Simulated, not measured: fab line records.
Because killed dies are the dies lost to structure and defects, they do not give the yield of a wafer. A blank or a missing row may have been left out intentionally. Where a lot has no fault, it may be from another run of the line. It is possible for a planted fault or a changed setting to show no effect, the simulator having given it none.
A struck lot beside a sound one / flow sky130 / 15 steps out of a route of 708
Sound: wafers L591.4, L591.5, L591.6. Wafers struck: L604.3, L604.5, L604.6. The cause is given at the end.
For every step that has rows: the tool of each side, followed by ch and its chambers, followed by its first start. Under that, the readings that differ: sound wafers / struck wafers / difference of the means / sigmas: that difference in standard deviations of wafers without a fault.
alike: same words and numbers on both sides, and readings whose means sit less than 2 such deviations apart. not compared: any withheld reading, any reading some wafer has no value for, any bound like >300 that may hide the same value, and any number with overlapping values for which the record gives no deviation.
The two part at a step that has a row with sigmas, a row that says differs or no value, or rows on one side only. When numbers do not overlap yet have no deviation, they are printed without sigmas and do not part them. A reading missing from all wafers of one side parts the sides only when that side holds two or more wafers.

first, 6 steps without rows for these wafers: SKY_METAL4_COAT_07 (resist thk 60 nm); SKY_METAL4_COAT_08 (resist thk 1140 nm); SKY_METAL4_SOFTBAKE_09 (time 90 s); SKY_METAL4_EXPOSE_10 (exposes mask MM4, target cd 300 nm); SKY_METAL4_PEB_11; SKY_METAL4_DEVELOP_12 (develop time 60 s).
SKY_METAL4_CD_MEAS_13: target cd 300 nm.
  struck on cd_sem-02, day 47 08:56; sound on cd_sem-01, day 43 23:25
  alike: cd_nm
SKY_METAL4_OVL_MEAS_14:
  struck on overlay-01, day 47 09:01; sound on overlay-01, day 43 23:29
  alike: METAL4_OVL
SKY_METAL4_DESCUM_15: chemistry O2, time 8 s.
  sound on rie_metal-03 ch 0,1, day 43 23:31; struck on rie_metal-03 ch 0,1, day 47 09:04
  alike: drypump_motor_current_A, oes_product_au
  not compared: rf_hours_counter_h
SKY_METAL4_ETCH_16: etches BARC in N2/H2, stops on SiO2, time 88.2 s, target depth 60 nm.
  sound on rie_metal-03 ch 0,1, day 43 23:34; struck on rie_metal-03 ch 0,1, day 47 09:07
  alike: drypump_motor_current_A, oes_product_au, throttle_valve_pct
  not compared: rf_hours_counter_h
SKY_METAL4_ETCH_17: etches SiO2 in C4F8/O2/Ar, stops on TiN, time 3.9 s, target depth 15 nm.
  sound on rie_diel-02 ch 0,2,3, day 43 23:38; struck on rie_diel-02 ch 0,3, day 47 09:11
  alike: oes_product_au
  not compared: rf_hours_counter_h
SKY_METAL4_METAL_ETCH_18: etches the open film in Cl2/BCl3, stops on SiO2, target depth 845 nm, time 183.1 s.
  sound on rie_metal-04 ch 0,1, day 43 23:43; struck on rie_metal-04 ch 0,1, day 47 09:16
  alike: drypump_motor_current_A, oes_product_au, throttle_valve_pct
  not compared: rf_hours_counter_h
SKY_METAL4_STRIP_19: strips in O2/N2.
  sound on plasma_asher-03 ch 0,1, day 43 23:52; struck on plasma_asher-03 ch 0,1, day 47 09:25
  no value came back on the struck wafers for chamber_pressure_mTorr (mTorr), drypump_motor_current_A (A), oes_product_au (a.u.), strip_time_to_endpoint_s (s); on the sound wafers chamber_pressure_mTorr (mTorr) reads 1499.4 1499.5 1498.1
reading=model.KrF-thick_of_METAL4_COAT_08.thk_nm (nm); sound=0 0 0; struck=523.4 512.8 518.8; difference=+518.3; sigmas=
  not compared: rf_hours_counter_h
then, 1 step without rows for these wafers: SKY_METAL4_STRIP_20 (strips in post etch residue remover, time 1200 s).
-- the record jumps here: 3 days lie between the struck wafers' starts before and after (it left off in module METAL4 and takes up again in module PAD_OPEN, whose first step shown is number 708 of the route) --
SKY_PAD_OPEN_PROBE_99:
  struck on prober-02, day 50 12:55; sound on prober-01, day 47 17:51
reading=defect_limited_yield (%); sound=84.1 85.2 82.1; struck=0 0 0; difference=-84; sigmas=-44
reading=killed_at_M4_up; sound=5 1 4; struck=412 403 408; difference=+404; sigmas=+99 or more
reading=killed_dies; sound=78 73 88; struck=492 492 492; difference=+412; sigmas=+43
reading=killed_on_rim; sound=15 19 19; struck=96 96 96; difference=+78; sigmas=+21
reading=sort_bin_5_function (%); sound=8.9 8.9 10.8; struck=92.7 92.7 93.7; difference=+83.5; sigmas=+60
reading=sort_n_pass; sound=414 419 404; struck=0 0 0; difference=-412; sigmas=-43
reading=sort_yield_pct (%); sound=84.1 85.2 82.1; struck=0 0 0; difference=-84; sigmas=-44
  alike: killed_at_M0_to_M3, killed_at_contacts, killed_at_front_end, killed_at_other, killed_open, killed_short, sort_bin_3_pad_short, sort_bin_6_memory

## WHERE THEY PART
Earliest at SKY_METAL4_STRIP_19; latest, in this record, at SKY_PAD_OPEN_PROBE_99.

WHY: whatever the simulator had introduced
Entire step skipped (plasma_asher-03, SKY_METAL4_STRIP_19), from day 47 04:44 onward. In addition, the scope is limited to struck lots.
